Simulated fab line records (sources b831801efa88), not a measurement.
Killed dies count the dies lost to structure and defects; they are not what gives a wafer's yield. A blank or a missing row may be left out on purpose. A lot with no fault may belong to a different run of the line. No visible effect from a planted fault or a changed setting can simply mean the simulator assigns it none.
Problem report in the 8D (eight disciplines) form, filled by code || flow gf180mcu || the parts of the form that need people (team, actions taken, sign-off) are left out

== 1. PROBLEM STATEMENT ==
HV_LDD_3_TW at GF_HV_LDD_TW_MEAS_38 reads a mean of 1463 on 2 wafers of 2 lots; wafers without a fault read 1422 with a standard deviation of 8.1. Relative to the usual mean, that is a shift of +5.1 standard deviations.
First observed at day 14 04:14: wafer L647.5, on filmMetro-02. The record has a number at this step for 35 wafers belonging to 12 lots. The rule behind "out" and "out of limits": a value lying over 4 standard deviations away from the usual mean. All remaining wafers that have a number are taken as sound.

== 2. WHAT IT IS, WHAT IT ISN'T ==
{"question": "which readings at this step", "is": "HV_LDD_3_TW", "is not": "-"}
{"question": "which lots", "is": "L647, L649", "is not": "L639, L640, L642, L643, L654, L656, L658, L659, L660, L662"}
{"question": "which wafers of those lots", "is": "L647.5, L649.5", "is not": "L647.2, L649.1, L649.2"}
{"question": "read on which gauges", "is": "filmMetro-02", "is not": "filmMetro-03, filmMetro-04"}
{"question": "when", "is": "from day 14 04:14", "is not": "up to then (13 sound wafers); but 20 sound wafers of L649, L654, L656, L658, L659, L660, L662 came after"}

== 3. THE SUSPECTS, EACH WITH WHAT RULES IT OUT ==
Counting: if a tool at a process step up to the reading ran every lot that is out, it stays a suspect. Sound lots after the first of them don't rule it out here, since some wafers of a struck lot are sound.
- ruled out: the gauge at GF_HV_LDD_TW_MEAS_38. All the wafers that are out were read on filmMetro-02, but those of them that GF_HV_LDD_IMPLANT_36 has rows for are out there too, on other tools.
- implanter-03 at GF_HV_LDD_IMPLANT_36: kept. It ran every lot that is out, first L647 (day 14 03:55); its last sound lot up to then is L643 (day 12 18:49). Its own readings are out on those wafers: beamOnS, faradayCurrentUA.
The count leaves implanter-03 at GF_HV_LDD_IMPLANT_36.

== 4. THE CAUSE (what the simulator had put in) ==
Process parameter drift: implanter-03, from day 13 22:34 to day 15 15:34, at GF_HV_LDD_IMPLANT_36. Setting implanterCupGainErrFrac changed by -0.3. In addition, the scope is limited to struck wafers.
Counting left only this tool.

== 5. SEQUENCE OF EFFECTS, ordered by route ==
One row per reading whose mean, taken over the struck wafers that have a number, lies over 3 standard deviations from the usual. Scope: only readings with a usual standard deviation given in the record; hours: median across lots of the time from each lot's start at the first step in this table that gives one to its start at this step; sigmas: change in usual standard deviations.
{"hours": 0, "step": "GF_HV_LDD_IMPLANT_36", "reading": "beamOnS", "usual": "9.99 s", "on struck wafers": 14.20, "change": "+4.21", "sigmas": "+20"}
{"hours": 0, "step": "GF_HV_LDD_IMPLANT_36", "reading": "faradayCurrentUA", "usual": 42.4, "on struck wafers": 29.8, "change": -12.6, "sigmas": -15}
{"hours": 0, "step": "GF_HV_LDD_TW_MEAS_38", "reading": "HV_LDD_3_TW", "usual": 1422, "on struck wafers": 1463, "change": "+41", "sigmas": "+5.1"}
{"hours": 22, "step": "GF_HV_LDD_RS_MEAS_53", "reading": "HV_LDD_RS", "usual": "417.9 ohm/sq", "on struck wafers": 409.4, "change": -8.5, "sigmas": -9.2}
It contains these process steps:
- GF_HV_LDD_IMPLANT_36

== 6. WHAT WOULD HAVE CAUGHT IT SOONER ==
Counted from the fault's start at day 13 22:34, it took 6 hours until the first out-of-limits reading at a measuring or inspecting step in this record, taken at day 14 04:14.
At GF_HV_LDD_IMPLANT_36, the tool's own readings (beamOnS, faradayCurrentUA) were out on each struck wafer the step has a row for, so an alarm limit on them would have fired on the first such wafer.
Of the lots that are out (2), L649 began GF_HV_LDD_IMPLANT_36 on implanter-03 after day 14 04:14. A hold on the tool at that time would have spared it.
